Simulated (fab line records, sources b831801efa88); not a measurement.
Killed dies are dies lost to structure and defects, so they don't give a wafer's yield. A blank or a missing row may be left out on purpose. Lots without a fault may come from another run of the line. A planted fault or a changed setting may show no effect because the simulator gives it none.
A struck lot beside a sound one | flow gf180mcu | 14 steps out of a route of 602
Sound: wafers L778.1, L778.3, L778.5. Struck: wafers L788.2, L788.4, L788.5. The cause comes at the end.
At each step with rows: each side's tool, then ch and its chambers, then its first start. Under that, the readings that differ: sound wafers | struck wafers | difference of the means | sigmas: that difference in standard deviations of wafers without a fault.
alike: readings whose means differ by less than 2 such deviations, and words and numbers that are the same on both sides. not compared: withheld readings, readings that some wafer has no value for, bounds like >300 that may hide the same value, and numbers for which the record gives no deviation and whose values overlap.
The two part at a step that has a row with sigmas, a row that says differs or no value, or rows on one side only. Numbers that don't overlap but have no deviation are shown without sigmas and don't part them. A reading that every wafer of one side lacks parts them only if that side has two wafers or more.

GF_V5_CMP_26: polishes, stops on SiO2, t overpolish 15 s, target thk 0 nm.
  sound on cmp-02 ch 1,2,3, day 27 00:01; struck on cmp-02 ch 0,1,3, day 30 08:41
  alike: motor_current_A, overpolish_run_s, platen_rpm, time_to_endpoint_s
GF_TOP_METAL_SPUTTER_00: material Ti, target thk 37.5 nm, time 150 s.
  sound on pvd_sputter-02, day 27 00:19; struck on pvd_sputter-02, day 30 08:59
  alike: throttle_valve_pct
GF_TOP_METAL_SPUTTER_01: material TiN, target thk 30 nm, time 25 s.
  sound on pvd_sputter-02, day 27 00:25; struck on pvd_sputter-02, day 30 09:05
  alike: throttle_valve_pct
GF_TOP_METAL_SPUTTER_02: material AlCu, target thk 900 nm, time 47.82 s.
  sound on pvd_sputter-02, day 27 00:26; struck on pvd_sputter-02, day 30 09:07
  alike: throttle_valve_pct
then, 1 step without rows for these wafers: GF_TOP_METAL_SPUTTER_03 (material Ti, target thk 5 nm, time 3.3 s).
GF_TOP_METAL_SPUTTER_04: material TiN, target thk 25 nm, time 20.8 s.
  sound on pvd_sputter-02, day 27 00:31; struck on pvd_sputter-02, day 30 09:11
  alike: throttle_valve_pct
GF_TOP_METAL_RS_MEAS_05: measures by four-point-probe.
  sound on film_metro-03, day 27 00:32; struck on film_metro-02, day 30 09:13
  alike: TOP_METAL_ALCU_RS
GF_TOP_METAL_THK_MEAS_06: measures by xrf.
  sound on film_metro-03, day 27 00:39; struck on film_metro-02, day 30 09:20
  alike: TOP_METAL_ALCU_THK
then, 4 steps without rows for these wafers: GF_TOP_METAL_DEHYDRATE_07 (time 60 s); GF_TOP_METAL_HMDS_08 (prime time 60 s); GF_TOP_METAL_COAT_09 (resist thk 1500 nm); GF_TOP_METAL_SOFTBAKE_10 (time 60 s).
GF_TOP_METAL_EXPOSE_11: exposes mask MetalTop, target cd 440 nm.
  sound on iline_stepper-01 ch 0, day 27 10:49; struck on iline_stepper-02, day 30 18:22
  no value came back on the struck wafers for exposure_dose_mJ_cm2, focus_offset_nm (nm); on the sound wafers exposure_dose_mJ_cm2 reads 170.1 170.1 170.3
  alike: mask
then, 1 step without rows for these wafers: GF_TOP_METAL_PEB_12.

WHERE THEY PART
Only at GF_TOP_METAL_EXPOSE_11, within this record.

WHY: what the simulator had put in
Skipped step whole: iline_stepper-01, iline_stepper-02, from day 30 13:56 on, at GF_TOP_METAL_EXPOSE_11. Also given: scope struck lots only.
